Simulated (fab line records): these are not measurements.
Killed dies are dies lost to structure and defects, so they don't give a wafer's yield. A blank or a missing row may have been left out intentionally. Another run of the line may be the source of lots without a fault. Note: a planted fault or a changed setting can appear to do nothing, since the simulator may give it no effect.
fab line records | flow sky130
[record] lots = 12 wafers = 36 last-day = 50
route steps=708 shown METAL3@564 VIA3@587 PAD_OPEN@708
lots untouched by any fault: they come from a run of this same line in which no faults occurred
start-h: the number of hours between the record's first day and the start of the first shown wafer of the lot | wait-h: how many hours have passed since the lot's step before this one | " as in the row above | L1.1+2: a row that stands for several wafers | - no value, or no start given | * or withheld: withheld | < > ~ a bound
route shown NAME@n: NAME is a module with steps in the file, n the number in the route of the first one | usual: the fault-free wafers' mean and standard deviation | same: alike in all rows | chamber/n: place in a boat | sites: each site's reading | _std_site: standard deviation across them | _edge_site: inner sites' mean taken away from outer sites' mean | radius-mm: for every site, how far away it sits from the centre of the wafer | mask NAME#n: copy n | behind: the last tool/chamber to shape the wafer | hold: cause of the lot's hold/its duration in hours/its outcome | device: names the non-switching transistor (n, p or np) | end of line: tests of these same wafers at the route's end | a step given without rows: its recipe and nothing more | killed: the dies lost at the first sort to structure and to defects; this is not the yield of the wafer | map: dies across one wafer; x = killed, . = not, _ = none there
set.NAME: the setting as run; set.NAME@STEP: as run at that earlier step | model.NAME: the simulator's own value behind a step, which no gauge read
steps of the route over a sample of lots; a table a step, a row a wafer
services: a tool's chamber out of use, with start hour (start-h, from the record's first day; less than 0 if before it), hours out, and reason
[[steps]]
[step SKY_METAL3_OVL_MEAS_14]
[usual] METAL3_OVL = -1/6
// columns lot.wafer tool chamber start-h wait-h METAL3_OVL[nm]
L980.1 overlay-02 - 889.85 0.1 -2
L980.4 " - " " -6
L980.6 " - " " -3
L984.4 overlay-01 - 926.47 0.1 -10
L984.5 " - " " -2
L984.6 " - " " -6
L985.1 overlay-02 - 940.40 0.1 -6
L985.2 " - " " 4
L985.6 " - " " 13
L986.3 overlay-01 - 954.95 0.1 -12
L986.4 " - " " 4
L986.5 " - " " -10
L987.1 overlay-01 - 958.14 0.1 -1
L987.3 " - " " -8
L987.5 " - " " -3
L990.1 overlay-01 - 986.59 0.1 7
L990.2 " - " " -1
L990.4 " - " " -4
L991.1 overlay-02 - 987.75 0.1 4
L991.2 " - " " -1
L991.3 " - " " 8
L994.2 overlay-01 - 1000.45 0.1 -9
L994.3 " - " " 1
L994.4 " - " " 1
L998.1 overlay-02 - 1032.66 0.1 1
L998.3 " - " " 1
L998.6 " - " " 12
L100.1 overlay-01 - 1038.01 0.1 -9
L100.2 " - " " 2
L100.3 " - " " -3
L101.2 overlay-01 - 1044.70 0.1 -9
L101.3 " - " " 4
L101.4 " - " " -3
L102.1 overlay-02 - 1050.94 0.1 -1
L102.5 " - " " -10
L102.6 " - " " 1
[step SKY_METAL3_ETCH_17]
[recipe] target = SiO2 stop-on = TiN chemistry = C4F8/O2/Ar source-w = 1500 bias-w = 1200 pressure-mtorr = 40 c4f8-flow-sccm = withheld O2_flow_sccm = 6 Ar_flow_sccm = 300 time-s = 3.9 target-depth-a = 150
[usual] chamber-pressure-mTorr = 40.00/0.038 oes-product-au = 0.753/0.0075 rf-fwd-power-W = 1466/6.4
// columns lot.wafer tool chamber start-h wait-h chamber-pressure-mTorr oes-product-au rf-fwd-power-W rf-hours-counter-h
L980.1 rie-diel-03 2 890.02 0.1 39.95 0.734 1466 2
L980.4 " 2 " " 39.94 0.744 1470 -
L980.6 " 0 " " 39.99 0.751 1463 -
L984.4 rie-diel-03 3 926.62 0.0 39.95 0.752 1469 6
L984.5 " 2 " " 39.99 0.751 1458 -
L984.6 " 1 " " 39.98 0.755 1470 -
L985.1 rie-diel-04 1 940.70 0.2 40.01 0.752 1461 9
L985.2 " 3 " " 39.98 0.765 1462 22
L985.6 " 1 " " 39.99 0.766 1465 -
L986.3 rie-diel-04 3 955.24 0.1 40.00 0.750 1464 22
L986.4 " 0 " " 40.08 0.744 1472 10
L986.5 " 2 " " 39.99 0.755 1472 -
L987.1 rie-diel-04 0 958.31 0.1 40.04 0.745 1472 10
L987.3 " 1 " " 40.02 0.738 1455 9
L987.5 " 2 " " 40.02 0.757 1461 -
L990.1 rie-diel-03 3 986.76 0.1 40.00 0.759 1468 7
L990.2 " 2 " " 40.00 0.751 1470 5
L990.4 " 0 " " 40.06 0.762 1464 17
L991.1 rie-diel-01 2 987.92 0.1 39.96 0.751 1458 15
L991.2 " 0 " " 39.97 0.738 1472 19
L991.3 " 3 " " 40.01 0.742 1458 8
L994.2 rie-diel-01 0 1000.61 0.1 40.01 0.759 1467 19
L994.3 " 1 " " 39.98 0.760 1471 19
L994.4 " 2 " " 40.00 0.770 1463 15
L998.1 rie-diel-01 0 1032.82 0.1 39.93 0.763 1468 20
L998.3 " 1 " " 39.99 0.755 1464 19
L998.6 " 0 " " 39.95 0.761 1479 -
L100.1 rie-diel-04 0 1038.17 0.1 39.99 0.749 1482 13
L100.2 " 3 " " 40.01 0.750 1455 25
L100.3 " 2 " " 39.98 0.754 1461 26
L101.2 rie-diel-01 1 1044.86 0.1 40.02 0.758 1457 20
L101.3 " 3 " " 39.99 0.752 1473 10
L101.4 " 2 " " 40.05 0.753 1470 17
L102.1 rie-diel-01 1 1051.15 0.1 39.99 0.734 1464 20
L102.5 " 2 " " 40.02 0.755 1461 -
L102.6 " 1 " " 40.07 0.751 1459 -
[step SKY_VIA3_ETCH_14]
[recipe] chemistry = N2/H2 target = BARC ion-energy-ev = 200 source-w = 500 bias-w = 100 pressure-mtorr = 30 n2-flow-sccm = 100 h2-flow-sccm = 200 stop-on = SiO2 time-s = 45.9 target-depth-a = 600
[usual] chamber-pressure-mTorr = 30.002/0.027 drypump-motor-current-A = 5.5/0.39 oes-product-au = 0.854/0.005 rf-fwd-power-W = 494.5/1.9 throttle-valve-pct = 13.226/0.0085
// columns lot.wafer tool chamber start-h wait-h chamber-pressure-mTorr drypump-motor-current-A oes-product-au rf-fwd-power-W rf-hours-counter-h throttle-valve-pct
L980.1 rie-diel-01 3 916.83 0.0 29.992 5.5 0.848 497.1 6 13.218
L980.4 " 2 " " 29.985 5.8 0.851 495.4 13 13.227
L980.6 " 3 " " 29.972 5.5 0.855 496.3 - 13.228
L984.4 rie-diel-02 2 952.29 0.0 29.994 6.2 0.848 493.1 6 13.236
L984.5 " 2 " " 29.961 6.2 0.850 493.3 - 13.231
L984.6 " 1 " " 29.990 5.8 0.848 491.5 - 13.238
L985.1 rie-diel-04 1 966.48 0.0 29.979 6.2 0.851 495.9 9 13.206
L985.2 " 0 " " 29.975 5.1 0.852 494.6 10 13.236
L985.6 " 1 " " 30.024 6.2 0.854 492.8 - 13.201
L986.3 rie-diel-04 3 980.78 0.0 30.011 5.1 0.850 491.2 23 13.246
L986.4 " 2 " " 29.944 5.2 0.853 495.9 24 13.227
L986.5 " 0 " " 29.981 5.1 0.858 495.7 - 13.226
L987.1 rie-diel-01 2 983.53 0.0 30.014 5.8 0.864 493.9 14 13.216
L987.3 " 0 " " 29.985 5.0 0.863 496.0 18 13.225
L987.5 " 2 " " 30.070 5.8 0.849 493.8 - 13.241
L990.1 rie-diel-01 3 1010.99 0.0 30.003 5.5 0.866 492.8 9 13.223
L990.2 " 0 " " 29.994 5.0 0.850 493.3 19 13.224
L990.4 " 0 " " 30.021 5.0 0.859 493.9 - 13.230
L991.1 rie-diel-01 3 1012.94 0.0 29.983 5.5 0.853 494.1 9 13.230
L991.2 " 0 " " 30.021 4.9 0.862 497.3 19 13.228
L991.3 " 2 " " 30.032 5.8 0.854 494.4 16 13.231
L994.2 rie-diel-02 0 1025.38 0.0 29.989 5.8 0.859 496.0 6 13.214
L994.3 " 3 " " 30.010 5.4 0.858 494.6 6 13.229
L994.4 " 1 " " 30.014 5.8 0.858 489.0 13 13.226
L998.1 rie-diel-01 3 1056.03 0.0 30.018 5.5 0.853 494.9 11 13.208
L998.3 " 0 " " 30.010 5.0 0.855 494.6 21 13.222
L998.6 " 1 " " 29.986 5.5 0.850 493.6 - 13.229
L100.1 rie-diel-01 3 1061.78 0.0 24.009 5.5 0.851 497.0 11 13.236
L100.2 " 2 " " 23.977 5.8 0.856 492.9 18 13.211
L100.3 " 1 " " 23.987 5.5 0.847 495.6 20 13.229
L101.2 rie-diel-01 3 1067.59 0.0 24.020 5.5 0.854 496.1 11 13.218
L101.3 " 1 " " 24.006 5.5 0.858 496.5 21 13.217
L101.4 " 2 " " 24.014 5.8 0.861 489.8 18 13.242
L102.1 rie-diel-04 1 1073.69 0.0 30.048 6.2 0.855 490.5 14 13.220
L102.5 " 3 " " 29.987 5.1 0.853 491.8 - 13.227
L102.6 " 0 " " 30.008 5.1 0.850 494.8 - 13.221
[step SKY_VIA3_THK_MEAS_23]
[recipe] thk-meas-gauge = xrf reads = W_of_VIA3_CVD_21
[usual] VIA3_W_THK = 377/7.5
// columns lot.wafer tool chamber start-h wait-h VIA3_W_THK[nm]
L980.1 film-metro-04 - 917.84 0.1 379
L980.4 " - " " 382
L980.6 " - " " 382
L984.4 film-metro-03 - 953.35 0.1 387
L984.5 " - " " 389
L984.6 " - " " 384
L985.1 film-metro-01 - 967.48 0.1 373
L985.2 " - " " 378
L985.6 " - " " 376
L986.3 film-metro-04 - 981.81 0.1 381
L986.4 " - " " 377
L986.5 " - " " 379
L987.1 film-metro-04 - 984.53 0.1 376
L987.3 " - " " 380
L987.5 " - " " 379
L990.1 film-metro-01 - 1011.99 0.1 371
L990.2 " - " " 364
L990.4 " - " " 372
L991.1 film-metro-01 - 1013.94 0.1 370
L991.2 " - " " 372
L991.3 " - " " 377
L994.2 film-metro-04 - 1026.40 0.1 383
L994.3 " - " " 382
L994.4 " - " " 374
L998.1 film-metro-04 - 1057.24 0.1 381
L998.3 " - " " 381
L998.6 " - " " 383
L100.1 film-metro-03 - 1062.78 0.1 396
L100.2 " - " " 390
L100.3 " - " " 395
L101.2 film-metro-03 - 1069.07 0.1 372
L101.3 " - " " 371
L101.4 " - " " 372
L102.1 film-metro-03 - 1074.69 0.1 385
L102.5 " - " " 388
L102.6 " - " " 390
[step SKY_PAD_OPEN_PROBE_99]
[usual] defect-limited-yield = 82.2/1.8 killed_at_M0_to_M3 = 43/6.6 killed_at_M4_up = 3.2/1.9 killed-at-contacts = 25/5.3 killed-at-front-end = 16/4.5 killed-at-other = 0.3/0.63 killed-dies = 87/8.9 killed-open = 48/7.9 killed-short = 39/5.3 sort_bin_3_pad_short = 0.8/0.38 sort_bin_5_function = 10.5/1.5 sort_bin_6_memory = 6.4/1.2 sort-n-pass = 405/8.9 sort-yield-pct = 82.2/1.8
[same] gross-dies = 492 killed-at-back-side = 0 sort_bin_4_leakage[%] = 0 sort_bin_8_speed[%] = 0
// columns lot.wafer tool chamber start-h wait-h defect-limited-yield[%] killed_at_M0_to_M3 killed_at_M4_up killed-at-contacts killed-at-front-end killed-at-other killed-dies killed-open killed-short sort_bin_3_pad_short[%] sort_bin_5_function[%] sort_bin_6_memory[%] sort-n-pass sort-yield-pct[%]
L987.1 prober-02 - 1118.07 0.1 82.9 40 4 26 14 0 84 46 36 0.4 10.8 5.9 408 82.9
L987.3 prober-02 - 1118.17 0.2 82.5 43 3 25 14 1 86 52 34 0.6 10.6 6.3 406 82.5
L987.5 prober-02 - 1118.27 0.2 82.7 50 4 20 11 0 85 54 31 0.6 11.4 5.3 407 82.7
L991.1 prober-02 - 1148.25 0.1 82.7 29 7 34 15 0 85 40 45 0.4 9.6 7.3 407 82.7
L991.2 prober-02 - 1148.30 0.1 85.6 29 3 29 10 0 71 42 29 0.8 8.7 4.9 421 85.6
L991.3 prober-02 - 1148.35 0.2 80.1 46 4 28 20 0 98 56 42 1.0 11.0 7.9 394 80.1
L100.1 prober-01 - 1183.70 0.1 81.7 38 3 31 18 0 90 50 39 1.2 8.5 8.5 402 81.7
L101.2 prober-02 - 1189.41 0.1 79.9 44 4 28 23 0 99 56 43 0.4 13.2 6.5 393 79.9
L101.3 prober-02 - 1189.46 0.2 79.3 43 2 29 27 1 102 66 36 0.2 14.0 6.5 390 79.3
// killed by level:class
L987.1 CONTACT:geometric-particle:open=11 LI_CONTACT:geometric-particle:open=9 VIA1:geometric-particle:short=8 VIA1:geometric-particle:open=8 METAL2:geometric-particle:short=6 POLY_GATE:geometric-particle:short=3 METAL1:geometric-particle:short=3 METAL2:geometric-particle:open=3
L987.3 CONTACT:geometric-particle:open=12 VIA1:geometric-particle:open=10 LI_CONTACT:geometric-particle:open=7 METAL1:geometric-particle:short=7 VIA2:geometric-particle:open=7 FIELD_ISO:geometric-particle:open=6 VIA1:geometric-particle:short=5 VIA3:geometric-particle:open=5
L987.5 CONTACT:geometric-particle:open=10 LI_CONTACT:geometric-particle:open=9 VIA2:geometric-particle:open=9 VIA1:geometric-particle:short=8 VIA3:geometric-particle:open=8 METAL1:geometric-particle:short=6 VIA1:geometric-particle:open=6 METAL3:geometric-particle:short=3
L991.1 LI_CONTACT:geometric-particle:open=9 CONTACT:geometric-particle:open=9 LOCAL_INTERCONNECT:geometric-particle:short=7 FIELD_ISO:geometric-particle:short=6 CONTACT:geometric-particle:short=6 POLY_GATE:geometric-particle:short=4 VIA3:geometric-particle:short=4 VIA1:geometric-particle:short=4
L991.2 CONTACT:geometric-particle:open=12 VIA1:geometric-particle:open=8 CONTACT:geometric-particle:short=6 LI_CONTACT:geometric-particle:open=5 VIA2:geometric-particle:open=5 VIA3:geometric-particle:open=5 POLY_GATE:geometric-particle:short=4 LOCAL_INTERCONNECT:geometric-particle:open=4
L991.3 CONTACT:geometric-particle:open=17 VIA1:geometric-particle:open=12 VIA3:geometric-particle:open=7 FIELD_ISO:geometric-particle:short=6 METAL1:geometric-particle:short=6 FIELD_ISO:geometric-particle:open=5 CONTACT:geometric-particle:short=5 VIA1:geometric-particle:short=5
L100.1 CONTACT:geometric-particle:open=13 LI_CONTACT:geometric-particle:open=12 VIA1:geometric-particle:short=8 VIA1:geometric-particle:open=6 FIELD_ISO:geometric-particle:short=5 METAL2:geometric-particle:short=5 POLY_GATE:geometric-particle:open=4 VIA2:geometric-particle:short=4
L101.2 CONTACT:geometric-particle:open=14 VIA1:geometric-particle:open=9 FIELD_ISO:geometric-particle:open=8 LI_CONTACT:geometric-particle:short=6 VIA2:geometric-particle:open=6 METAL2:geometric-particle:short=6 VIA3:geometric-particle:open=6 POLY_GATE:geometric-particle:short=5
L101.3 LI_CONTACT:geometric-particle:open=19 VIA1:geometric-particle:open=12 VIA2:geometric-particle:open=8 VIA3:geometric-particle:open=8 FIELD_ISO:geometric-particle:short=6 POLY_GATE:geometric-particle:short=6 CONTACT:geometric-particle:open=5 VIA1:geometric-particle:short=5
[[services]]
// columns tool chamber start-h hours kind
rie-diel-01 - 875.10 0.3 repair
rie-diel-04 3 885.28 6.2 repair
rie-diel-03 1 886.19 36.4 repair
rie-diel-03 3 893.10 4.9 repair
rie-diel-04 2 896.27 6.9 repair
rie-diel-01 - 922.82 14.7 repair
rie-diel-01 2 937.72 11.0 repair
rie-diel-03 - 964.78 6.4 repair
rie-diel-02 0 1003.12 4.2 repair
rie-diel-01 1 1006.71 16.7 repair
rie-diel-02 1 1026.52 6.1 repair
rie-diel-01 - 1030.96 0.5 repair
rie-diel-03 - 1040.27 28.1 pm
rie-diel-04 0 1050.46 19.6 repair
rie-diel-04 - 1053.70 0.2 repair
rie-diel-03 - 1071.06 0.5 repair
[[key]]
[first-sign] step = SKY_VIA3_ETCH_14 reading = chamber-pressure-mTorr direction = down sigmas = 99+ usual = 30.002 struck = 24.002
effect none on later readings
met-at SKY_VIA3_ETCH_14
struck-lots L100,L101
not-acting-at SKY_METAL3_OVL_MEAS_14,SKY_METAL3_ETCH_17,SKY_VIA3_THK_MEAS_23
onset-between 1056.03 1061.78
[fault] kind = process-parameter-drift tool = rie-diel-01 chamber = - onset-h = 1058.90 steps = SKY_VIA3_ETCH_14 channel = pressure-mtorr offset = -6 shape = step end-h = 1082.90 acts-in = these-recipes-only stated = 30
